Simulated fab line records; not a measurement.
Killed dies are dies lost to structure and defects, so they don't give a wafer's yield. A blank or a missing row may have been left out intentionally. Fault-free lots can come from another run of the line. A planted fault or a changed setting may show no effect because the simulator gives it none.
Check of tool commonality ; flow sky130 ; Sample size 10 lots and 30 wafers

REASON FOR OPENING
At SKY_METAL2_RS_MEAS_05 the reading METAL2_ALCU_RS is flagged on 2 of 10 lots. No-fault wafers: 0.1273 ohm/sq, standard deviation 0.0015.
Rule: a lot is flagged when every wafer of it that has a number lies more than 4 standard deviations from that mean, or none has a number. The other lots count as sound.

lot;measured;on;METAL2_ALCU_RS (ohm/sq), wafer by wafer;flag
L779;day 33 22:43;film-metro-02;0.1281 0.1284 0.1278;
L780;day 34 07:56;film-metro-02;0.1292 0.1295 0.1296;
L785;day 36 13:47;film-metro-02;0.1263 0.1261 0.1248;
L787;day 37 03:40;film-metro-02;0.1261 0.1256 0.1268;
L786;day 37 10:06;film-metro-03;0.1254 0.1264 0.1275;
L793;day 38 16:40;film-metro-01;0.1401 0.1404 0.1385;FLAGGED
L797;day 39 21:40;film-metro-01;0.1395 0.1403 0.1390;FLAGGED
L798;day 40 01:55;film-metro-02;0.1294 0.1298 0.1285;
L799;day 40 04:36;film-metro-03;0.1276 0.1277 0.1278;
L800;day 40 12:23;film-metro-03;0.1300 0.1282 0.1276;
On average the flagged lots' numbers are 0.1396 ohm/sq, which is +0.0123 ohm/sq against the usual, or +8 standard deviations.

WHICH TOOL EACH LOT WENT THROUGH
The record holds 2 process steps before the reading, out of a route of 708 steps. Read each cell as the tool, then ch plus the chambers that the sampled wafers visited, then the start.
lot;flag;SKY_LDD_P_STRIP_10;SKY_METAL2_SPUTTER_02
L779;;plasma-asher-02 ch 0,1, day 18 22:39;pvd-sputter-02, day 33 22:37
L780;;plasma-asher-02 ch 0,1, day 19 09:19;pvd-sputter-04, day 34 07:50
L785;;plasma-asher-02 ch 0,1, day 22 03:28;pvd-sputter-04, day 36 13:41
L787;;plasma-asher-04 ch 0,1, day 22 17:25;pvd-sputter-02, day 37 03:35
L786;;plasma-asher-02 ch 0,1, day 22 22:49;pvd-sputter-04, day 37 10:01
L793;FLAGGED;plasma-asher-04 ch 0,1, day 24 11:23;pvd-sputter-02, day 38 16:35
L797;FLAGGED;plasma-asher-01 ch 0,1, day 25 20:01;pvd-sputter-02, day 39 21:34
L798;;plasma-asher-01 ch 0,1, day 26 02:19;pvd-sputter-01, day 40 01:47
L799;;plasma-asher-01 ch 0,1, day 26 07:00;pvd-sputter-04, day 40 04:31
L800;;plasma-asher-04 ch 0,1, day 26 16:17;pvd-sputter-04, day 40 12:18
What the steps here do:
- SKY_LDD_P_STRIP_10: strips in O2/N2.
- SKY_METAL2_SPUTTER_02: material AlCu, target thk 250 nm, time 13.3 s.
- SKY_METAL2_RS_MEAS_05: measures by four-point-probe.

FLAGGED AGAINST TOTAL, ONE TOOL AT A TIME (gauges that did the reading follow at the end)
step;tool;lots run;flagged;share of the flagged lots;sound lots run after its first flagged lot
SKY_LDD_P_STRIP_10;plasma-asher-01;3;1;some;2 (L798,L799)
SKY_LDD_P_STRIP_10;plasma-asher-02;4;0;none;-
SKY_LDD_P_STRIP_10;plasma-asher-04;3;1;some;1 (L800)
SKY_METAL2_SPUTTER_02;pvd-sputter-01;1;0;none;-
SKY_METAL2_SPUTTER_02;pvd-sputter-02;4;2;all;0
SKY_METAL2_SPUTTER_02;pvd-sputter-04;5;0;none;-
SKY_METAL2_RS_MEAS_05;film-metro-01;2;2;all;0
SKY_METAL2_RS_MEAS_05;film-metro-02;5;0;none;-
SKY_METAL2_RS_MEAS_05;film-metro-03;3;0;none;-

WHAT IS ALLOWED BY THE TABLE
Every flagged lot went through 2 rows of the table: pvd-sputter-02 at SKY_METAL2_SPUTTER_02 and film-metro-01 at SKY_METAL2_RS_MEAS_05.
- pvd-sputter-02 at SKY_METAL2_SPUTTER_02 ran 4 lots, 2 of them flagged. Its last sound lot is L787 (day 37 03:35), its first flagged lot L793 (day 38 16:35): a fault that began between those two fits.
- film-metro-01 at SKY_METAL2_RS_MEAS_05 ran 2 lots, 2 of them flagged. It ran no sound lot before its first flagged lot in this sample, so the start can't be narrowed down.
These 2 tools cannot be told apart by counting lots, since each of them fits a fault that started at some hour. More lots, or a look at what each step does to the wafer, might.

WHAT WAS PUT IN BY THE SIMULATOR
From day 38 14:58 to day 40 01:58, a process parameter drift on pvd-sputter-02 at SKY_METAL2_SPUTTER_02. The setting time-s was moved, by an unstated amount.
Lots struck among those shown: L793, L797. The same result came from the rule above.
